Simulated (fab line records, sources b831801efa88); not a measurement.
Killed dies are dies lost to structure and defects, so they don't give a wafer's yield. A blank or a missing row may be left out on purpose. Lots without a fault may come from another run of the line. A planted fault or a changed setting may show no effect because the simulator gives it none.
fab line records | flow sfq_line
record lots=14 wafers=41 last_day=85
route steps=325 shown I1@74 M2@99 I7@304 M8@315
lots that met no fault: from a run of the same line without faults
start_h: hours from the record's first day to the start of the lot's first wafer shown | wait_h: hours since the lot's step before | " the same as in the row above | L1.1+2: a row that stands for several wafers | - no value, or no start given | * or withheld: withheld | < > ~ a bound
route shown NAME@n: a module of which the file shows steps, and the number in the route of the first | usual: mean/standard deviation of fault-free wafers | same: alike in all rows | chamber/n: place in a boat | sites: the reading at each site | _std_site: their standard deviation | _edge_site: outer sites' mean less inner sites' | radius_mm: how far each site lies from the wafer's centre | mask NAME#n: copy n | behind: the tool/chamber that last shaped the wafer | hold: why the lot was held/for how many hours/how that ended | device: the transistor (n, p or np) that didn't switch | end of line: the same wafers' tests at the end of the route | a step without rows: its recipe alone | killed: dies lost to structure and defects at the first sort, not the wafer's yield | map: a wafer's dies, x killed, . not, _ none there
set.NAME: the setting as run; set.NAME@STEP: as run at that earlier step | model.NAME: the simulator's own value behind a step, which no gauge read
steps of the route over a sample of lots; a table a step, a row a wafer
services: from which hour (start_h, from the record's first day; less than 0 if before it) a tool's chamber was out of use, for how many hours, and why
## steps
# step SFQ_TRILAYER_I1_CMP_CMP_046
# recipe material=SiO2 down_force_psi=3 platen_rpm=60 pad_velocity_m_s=0.94248
# usual motor_current_A=10.1/0.7 time_to_endpoint_s=212/8.1
# columns lot.wafer tool chamber start_h wait_h motor_current_A time_to_endpoint_s
L820.2 cmp-01 0 509.17 0.0 11.1 210
L820.1 " 3 510.67 1.5 9.5 210
L820.6 " 0 " " 11.3 212
L824.2 cmp-02 1 568.43 1.0 9.7 217
L824.4 " 2 " " 8.3 219
L824.6 " 0 569.93 2.5 9.4 208
L826.2 cmp-01 0 585.95 0.5 11.4 201
L826.3 " 1 " " 10.1 205
L826.6 " 3 587.45 2.0 9.5 222
L827.2 cmp-01 2 597.43 0.0 10.5 200
L827.1 " 1 598.93 1.5 10.3 201
L827.5 " 3 599.93 2.5 9.7 215
L828.1 cmp-02 3 607.76 0.4 10.4 196
L828.4 " 1 608.76 1.4 9.1 210
L828.3 " 2 " " 9.2 201
L830.3 cmp-02 3 633.56 0.0 10.5 206
L830.4 " 2 635.06 1.5 8.8 226
L830.5 " 3 " " 10.6 221
L831.3 cmp-01 0 655.66 0.5 11.1 199
L831.5 " 3 657.16 2.0 10.1 217
L831.6 " 0 " " 10.5 202
L832.1 cmp-01 1 661.16 1.2 10.3 201
L832.4 " 0 662.66 2.7 11.0 213
L832.6 " 2 663.66 3.7 10.1 204
L833.1 cmp-02 0 663.46 2.3 10.1 226
L833.2 " 2 664.46 3.3 9.1 212
L833.6 " 0 665.46 4.3 10.3 224
L835.1 cmp-02 0 665.96 2.4 9.8 218
L835.4 " 2 666.96 3.4 9.1 224
L835.6 " 1 668.46 4.9 9.6 228
L838.6 cmp-01 1 675.88 3.7 10.0 218
L838.5 " 2 " " 10.6 209
L841.2 cmp-02 2 678.10 0.0 9.0 209
L841.3 " 0 679.10 1.0 10.0 221
L841.1 " 1 " " 9.2 226
L842.4 cmp-01 3 680.38 1.1 10.6 225
L842.5 " 2 681.88 2.6 10.5 212
L842.6 " 3 " " 9.6 220
L843.1 cmp-02 2 685.10 3.5 9.1 209
L843.6 " 0 686.10 4.4 10.1 219
L843.5 " 1 " " 9.2 221
# step SFQ_I1_OVL_MEAS_913
# usual I1_OVL=2/5.5
# columns lot.wafer tool chamber start_h wait_h I1_OVL[nm]
L820.1 overlay-02 - 539.52 0.1 9
L820.2 " - " " 9
L820.6 " - " " 1
L824.2 overlay-02 - 599.52 0.1 6
L824.4 " - " " 7
L824.6 " - " " 3
L826.2 overlay-02 - 601.92 0.1 3
L826.3 " - " " 13
L826.6 " - " " 7
L827.1 overlay-01 - 604.00 0.1 6
L827.2 " - " " 1
L827.5 " - " " 1
L828.1 overlay-02 - 614.33 0.1 -5
L828.3 " - " " 4
L828.4 " - " " -4
L830.3 overlay-02 - 640.14 0.1 12
L830.4 " - " " 15
L830.5 " - " " 10
L831.3 overlay-02 - 661.74 0.1 7
L831.5 " - " " 3
L831.6 " - " " 8
L832.1 overlay-02 - 669.61 0.1 -2
L832.4 " - " " 2
L832.6 " - " " -1
L833.1 overlay-02 - 672.01 0.1 0
L833.2 " - " " 5
L833.6 " - " " 4
L835.1 overlay-02 - 674.41 0.1 -5
L835.4 " - " " -6
L835.6 " - " " -15
L838.5 overlay-01 - 681.08 0.0 -5
L838.6 " - " " -6
L841.1 overlay-01 - 685.85 0.1 5
L841.2 " - " " 1
L841.3 " - " " 9
L842.4 overlay-02 - 840.79 0.1 0
L842.5 " - " " -1
L842.6 " - " " -4
L843.1 overlay-01 - 847.97 0.1 -8
L843.5 " - " " -7
L843.6 " - " " 0
# step SFQ_TRILAYER_M2_BARC_OPEN_METAL_ETCH_077
# recipe mask_material=PR chemistry=O2 target_depth_nm=125 target=BARC icp_w=600 bias_w=80 pressure_mtorr=10 time_s=43.11
# usual drypump_motor_current_A=5.9/0.43 he_backside_leak_sccm=3.4/0.48 oes_product_au=0.680/0.0046
# columns lot.wafer tool chamber start_h wait_h drypump_motor_current_A he_backside_leak_sccm oes_product_au rf_hours_counter_h
L820.1 rie_metal-01 0 695.49 0.0 5.9 3.2 0.680 51
L820.2 " 1 " " 6.2 3.8 0.680 132
L820.6 " 1 " " 6.2 4.0 0.682 -
L824.2 rie_metal-02 1 758.95 0.0 5.4 3.2 0.678 58
L824.4 " 0 " " 6.7 3.4 0.690 -
L824.6 " 0 " " 6.7 3.3 0.674 -
L826.2 rie_metal-04 0 761.35 0.0 5.8 3.3 0.684 42
L826.3 " 0 " " 5.8 3.1 0.678 -
L826.6 " 0 " " 5.8 3.0 0.679 -
L827.1 rie_metal-02 0 762.55 0.0 6.7 3.3 0.677 67
L827.2 " 1 " " 5.4 3.3 0.681 58
L827.5 " 1 " " 5.4 3.2 0.678 -
L828.1 rie_metal-04 1 775.88 0.0 5.5 3.5 0.680 19
L828.3 " 1 " " 5.5 3.7 0.674 -
L828.4 " 0 " " 5.8 2.9 0.677 -
L830.3 rie_metal-04 0 802.30 0.0 5.8 3.2 0.682 -
L830.4 " 1 " " 5.5 3.5 0.679 -
L830.5 " 1 " " 5.5 3.6 0.684 -
L831.3 rie_metal-01 0 820.30 0.0 5.9 3.2 0.681 -
L831.5 " 0 " " 6.0 3.1 0.678 -
L831.6 " 1 " " 6.2 4.0 0.676 -
L832.1 rie_metal-02 1 827.48 0.0 5.4 3.3 0.682 64
L832.4 " 1 " " 5.5 3.3 0.684 -
L832.6 " 0 " " 6.7 3.0 0.678 -
L833.1 rie_metal-02 0 829.88 0.0 6.7 3.2 0.684 73
L833.2 " 1 " " 5.4 3.3 0.671 65
L833.6 " 1 " " 5.4 3.3 0.683 -
L835.1 rie_metal-01 0 832.28 0.0 5.9 3.3 0.682 70
L835.4 " 0 " " 5.9 3.3 0.676 -
L835.6 " 0 " " 5.9 3.3 0.681 -
L838.5 rie_metal-04 0 838.44 0.0 5.8 3.1 0.678 -
L838.6 " 1 " " 5.5 3.7 0.682 -
L841.1 rie_metal-04 1 844.40 0.0 5.5 3.5 0.679 27
L841.2 " 0 " " 5.8 3.1 0.681 51
L841.3 " 1 " " 5.5 3.6 0.684 -
L842.4 rie_metal-04 0 998.79 0.0 5.8 3.2 0.678 -
L842.5 " 0 " " 5.8 3.1 0.677 -
L842.6 " 1 " " 5.5 3.6 0.678 -
L843.1 rie_metal-01 0 1007.30 0.0 5.9 3.3 0.683 94
L843.5 " 1 " " 6.2 3.2 0.679 -
L843.6 " 0 " " 5.9 3.2 0.680 -
# step SFQ_TRILAYER_I7_VIA_LITHO_PEB_190
# recipe peb_temp_c=115 peb_time_s=60 resist=KrF
# usual exhaust_pa=45.0/0.97 heater_power_total_W=79.15/0.067
# columns lot.wafer tool chamber start_h wait_h exhaust_pa heater_power_total_W
L820.1 litho_track-01 0 1786.86 1.0 44.2 79.17
L820.2 " 0 " " 45.5 79.29
L820.6 " 0 " " 44.5 79.15
L824.2 litho_track-04 0 1831.62 0.8 44.3 79.16
L824.4 " 0 " " 44.2 79.06
L824.6 " 0 " " 45.3 79.19
L826.2 litho_track-03 0 1843.03 0.8 45.5 79.22
L826.3 " 0 " " 46.2 79.15
L826.6 " 0 " " 44.8 79.15
L827.1 litho_track-01 0 1846.60 1.0 45.5 79.07
L827.2 " 0 " " 45.0 79.21
L827.5 " 0 " " 44.1 79.19
L828.1 litho_track-01 0 1869.62 1.0 44.0 79.13
L828.3 " 0 " " 44.8 79.24
L828.4 " 0 " " 43.9 79.25
L830.3 litho_track-01 0 1874.47 0.7 46.0 79.21
L830.4 " 0 " " 46.3 79.20
L830.5 " 0 " " 43.8 79.02
L831.3 litho_track-03 0 1876.02 0.7 44.8 79.24
L831.5 " 0 " " 44.4 79.15
L831.6 " 0 " " 45.3 79.22
L832.1 litho_track-03 0 1883.19 1.0 44.0 79.13
L832.4 " 0 " " 44.0 79.19
L832.6 " 0 " " 44.3 79.21
L833.1 litho_track-03 0 1885.57 1.0 44.4 79.09
L833.2 " 0 " " 45.7 79.19
L833.6 " 0 " " 43.9 79.03
L835.1 litho_track-03 0 1999.90 1.0 46.2 79.15
L835.4 " 0 " " 45.3 79.18
L835.6 " 0 " " 45.4 79.00
L838.5 litho_track-03 0 2012.00 0.3 45.4 112.97
L838.6 " 0 " " 45.1 112.85
L841.1 litho_track-03 0 2020.42 1.0 45.4 112.95
L841.2 " 0 " " 46.2 112.97
L841.3 " 0 " " 46.6 113.00
L842.4 litho_track-04 0 2036.10 0.5 43.8 79.20
L842.5 " 0 " " 44.3 79.25
L842.6 " 0 " " 45.2 79.21
L843.1 litho_track-04 0 2039.22 1.0 45.6 79.08
L843.5 " 0 " " 45.0 79.19
L843.6 " 0 " " 45.4 79.14
# step SFQ_I7_OVL_MEAS_947
# usual I7_OVL=-1/5.1
# columns lot.wafer tool chamber start_h wait_h I7_OVL[nm]
L820.1 overlay-02 - 1787.16 0.1 -1
L820.2 " - " " 4
L820.6 " - " " -3
L824.2 overlay-01 - 1831.91 0.1 8
L824.4 " - " " 4
L824.6 " - " " 4
L826.2 overlay-02 - 1843.31 0.1 5
L826.3 " - " " -8
L826.6 " - " " -5
L827.1 overlay-02 - 1846.90 0.1 -5
L827.2 " - " " -2
L827.5 " - " " -3
L828.1 overlay-01 - 1869.92 0.1 -1
L828.3 " - " " -1
L828.4 " - " " 2
L830.3 overlay-01 - 1874.73 0.1 -1
L830.4 " - " " 3
L830.5 " - " " 1
L831.3 overlay-01 - 1876.28 0.1 -6
L831.5 " - " " -3
L831.6 " - " " -10
L832.1 overlay-01 - 1883.49 0.1 -10
L832.4 " - " " -4
L832.6 " - " " -8
L833.1 overlay-02 - 1885.87 0.1 -5
L833.2 " - " " -14
L833.6 " - " " -9
L835.1 overlay-02 - 2000.20 0.1 -2
L835.4 " - " " 3
L835.6 " - " " -7
L838.5 overlay-01 - 2012.22 0.0 -
L838.6 " - " " -
L841.1 overlay-02 - 2020.72 0.1 -
L841.2 " - " " -
L841.3 " - " " -
L842.4 overlay-02 - 2036.34 0.1 1
L842.5 " - " " 7
L842.6 " - " " 3
L843.1 overlay-01 - 2039.52 0.1 5
L843.5 " - " " 2
L843.6 " - " " 5
# step SFQ_TRILAYER_M8_LITHO_EXPOSE_194
# recipe mask_id=M8 na=0.6 source_shape=conventional sigma_outer=0.65 target_cd_nm=2000 dose_mj=14.4
# usual exposure_dose_mJ_cm2=14.399/0.014 focus_offset_nm=0.0/0.49
# columns lot.wafer tool chamber start_h wait_h mask exposure_dose_mJ_cm2 focus_offset_nm
L820.1 krf_scanner-02 0 1887.53 - M8#0 14.410 -0.3
L820.2 " 0 " " M8#0 14.411 -0.3
L820.6 " 0 " " M8#0 14.395 -0.4
L824.2 krf_scanner-02 0 1931.18 - M8#0 14.405 0.9
L824.4 " 0 " " M8#0 14.398 0.5
L824.6 " 0 " " M8#0 14.422 0.0
L826.2 krf_scanner-02 0 1944.90 - M8#0 14.400 0.4
L826.3 " 0 " " M8#0 14.395 0.1
L826.6 " 0 " " M8#0 14.415 0.2
L827.1 krf_scanner-02 0 1951.90 - M8#0 14.416 0.8
L827.2 " 0 " " M8#0 14.392 0.1
L827.5 " 0 " " M8#0 14.403 0.0
L828.1 krf_scanner-02 0 1968.70 - M8#0 14.400 -0.2
L828.3 " 0 " " M8#0 14.432 0.7
L828.4 " 0 " " M8#0 14.401 -0.1
L830.3 krf_scanner-02 0 1977.50 - M8#0 14.391 0.3
L830.4 " 0 " " M8#0 14.386 0.7
L830.5 " 0 " " M8#0 14.388 0.2
L831.3 krf_scanner-02 0 1978.70 - M8#0 14.376 -0.2
L831.5 " 0 " " M8#0 14.396 1.0
L831.6 " 0 " " M8#0 14.383 -0.3
L832.1 krf_scanner-02 0 1984.30 - M8#0 14.437 -0.5
L832.4 " 0 " " M8#0 14.415 -0.2
L832.6 " 0 " " M8#0 14.413 -1.1
L833.1 krf_scanner-01 0 1986.90 - M8#0 14.391 0.1
L833.2 " 0 " " M8#0 14.408 -0.3
L833.6 " 0 " " M8#0 14.407 -0.2
L835.1 krf_scanner-01 0 2004.82 - M8#0 14.411 -0.3
L835.4 " 0 " " M8#0 14.404 -0.2
L835.6 " 0 " " M8#0 14.425 0.2
L838.5 krf_scanner-01 - 2015.26 - M8#0 - -
L838.6 " - " " M8#0 - -
L841.1 krf_scanner-02 - 2023.00 - M8#0 - -
L841.2 " - " " M8#0 - -
L841.3 " - " " M8#0 - -
L842.4 krf_scanner-01 0 2040.42 - M8#0 14.412 -1.1
L842.5 " 0 " " M8#0 14.423 -0.2
L842.6 " 0 " " M8#0 14.410 -0.7
L843.1 krf_scanner-01 0 2044.62 - M8#0 14.389 0.7
L843.5 " 0 " " M8#0 14.400 -0.1
L843.6 " 0 " " M8#0 14.405 1.3
## services
# columns tool chamber start_h hours kind
krf_scanner-02 - 496.00 1.0 pm
krf_scanner-02 - 524.60 1.3 pm
krf_scanner-02 - 558.74 0.8 pm
krf_scanner-02 - 664.59 1.0 pm
krf_scanner-02 - 701.15 1.3 pm
krf_scanner-02 - 710.33 0.9 repair
krf_scanner-02 - 727.26 0.8 pm
krf_scanner-02 - 735.97 0.2 repair
krf_scanner-02 - 833.14 1.0 pm
krf_scanner-02 - 876.59 1.3 pm
krf_scanner-02 - 895.89 0.8 pm
krf_scanner-02 - 934.18 7.2 pm
krf_scanner-02 - 941.45 0.6 repair
krf_scanner-02 - 1003.23 1.0 pm
krf_scanner-02 - 1011.82 0.8 pm
krf_scanner-02 - 1038.28 3.6 pm
krf_scanner-02 - 1052.93 1.3 pm
krf_scanner-02 - 1065.03 0.8 pm
krf_scanner-02 - 1127.43 6.2 repair
krf_scanner-02 - 1171.24 1.0 pm
krf_scanner-02 - 1204.64 4.0 pm
krf_scanner-02 - 1208.83 1.6 repair
krf_scanner-02 - 1225.26 0.2 repair
krf_scanner-02 - 1228.57 1.3 pm
## key
first_sign step=SFQ_TRILAYER_I7_VIA_LITHO_PEB_190 reading=heater_power_total_W direction=up sigmas=99+ usual=79.15 struck=112.95
effect step=SFQ_I7_OVL_MEAS_947 reading=I7_OVL direction=missing
effect step=SFQ_TRILAYER_M8_LITHO_EXPOSE_194 reading=tool_record direction=missing
met_at SFQ_TRILAYER_I7_VIA_LITHO_PEB_190
struck_lots L838,L841
not_acting_at SFQ_TRILAYER_I1_CMP_CMP_046,SFQ_I1_OVL_MEAS_913,SFQ_TRILAYER_M2_BARC_OPEN_METAL_ETCH_077
onset_between 1999.90 2012.00
fault kind=process_parameter_drift tool=litho_track-03 chamber=- onset_h=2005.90 steps=SFQ_TRILAYER_I7_VIA_LITHO_PEB_190 channel=peb_time_s offset=* shape=step end_h=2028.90 acts_in=* stated=*
